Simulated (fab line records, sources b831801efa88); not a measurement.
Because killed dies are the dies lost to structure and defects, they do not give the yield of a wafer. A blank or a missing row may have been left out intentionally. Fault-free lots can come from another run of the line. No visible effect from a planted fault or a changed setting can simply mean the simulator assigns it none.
What tool caused it? | flow sky130 | Sampling: 6 lots, 18 wafers, 3 of 708 route steps

## WHAT THE GAUGES SHOWED, per wafer
SKY_VT_ADJUST_PCH_TW_MEAS_10.
lot  | measured     | on            | VT_ADJUST_PCH_TW
L825 | day 10 23:04 | film_metro-04 | 141.6 141.9 141.4
L829 | day 12 12:26 | film_metro-02 | 141.3 140.5 141.7
L830 | day 13 14:41 | film_metro-02 | 141.9 142.0 141.1
L840 | day 15 23:17 | film_metro-04 | 113.3 113.5 114.0
L843 | day 16 17:02 | film_metro-04 | 141.8 141.8 141.4
L846 | day 17 17:42 | film_metro-04 | 142.8 142.6 142.7

## EACH LOT AND THE TOOL THAT RAN IT (in order: tool; ch and the chambers of the sampled wafers; start)
lot  | SKY_VT_ADJUST_HVTP_STRIP_10          | SKY_VT_ADJUST_PCH_IMPLANT_08
L825 | plasma_asher-02 ch 0,1, day 6 14:05  | implanter-04 ch 0, day 10 22:49
L829 | plasma_asher-03 ch 0,1, day 7 19:42  | implanter-03 ch 0, day 12 12:11
L830 | plasma_asher-02 ch 0,1, day 8 15:45  | implanter-03 ch 0, day 13 14:26
L840 | plasma_asher-02 ch 0,1, day 10 16:08 | implanter-03 ch 0, day 15 23:03
L843 | plasma_asher-02 ch 0,1, day 11 07:14 | implanter-04 ch 0, day 16 16:47
L846 | plasma_asher-01 ch 0,1, day 12 02:26 | implanter-01 ch 0, day 17 17:29
- SKY_VT_ADJUST_HVTP_STRIP_10: strips in O2/N2.
- SKY_VT_ADJUST_PCH_IMPLANT_08

## THE ANSWER, worked out from the rows above alone
Rule: what is usual is taken from the lots themselves. Put in order of their means at a reading, lots are off if they are a third of the lots or fewer, leave a main group of 4 or more, and stand apart from it by a gap of 3 or more times the standard deviation of the main group's means; of several such gaps the widest counts. If all means in a main group match to the digits the tables above print for the reading, that group is not used. Also off: a lot with no number at a reading for which 4 or more lots have one. Where the step has rows for the other lots, those lots are counted as sound.
Off: L840, at SKY_VT_ADJUST_PCH_TW_MEAS_10 (VT_ADJUST_PCH_TW). The main group: mean 141.8, standard deviation 0.5.
A tool fits if, at a process step before that reading, it ran every lot that is off, and no sound lot after the first of them. Those tools and the gauges at SKY_VT_ADJUST_PCH_TW_MEAS_10 are tried in the same way. One fits: implanter-03 at SKY_VT_ADJUST_PCH_IMPLANT_08. A fault onset in the window from L830 (day 13 14:26, its last sound lot) to L840 (day 15 23:03, its first lot off) fits.

## WHAT WAS PUT IN BY THE SIMULATOR
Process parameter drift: implanter-03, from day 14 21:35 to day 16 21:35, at SKY_VT_ADJUST_PCH_IMPLANT_08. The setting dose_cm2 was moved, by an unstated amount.
Struck lots among those shown: L840. This agrees with what the rule above found.
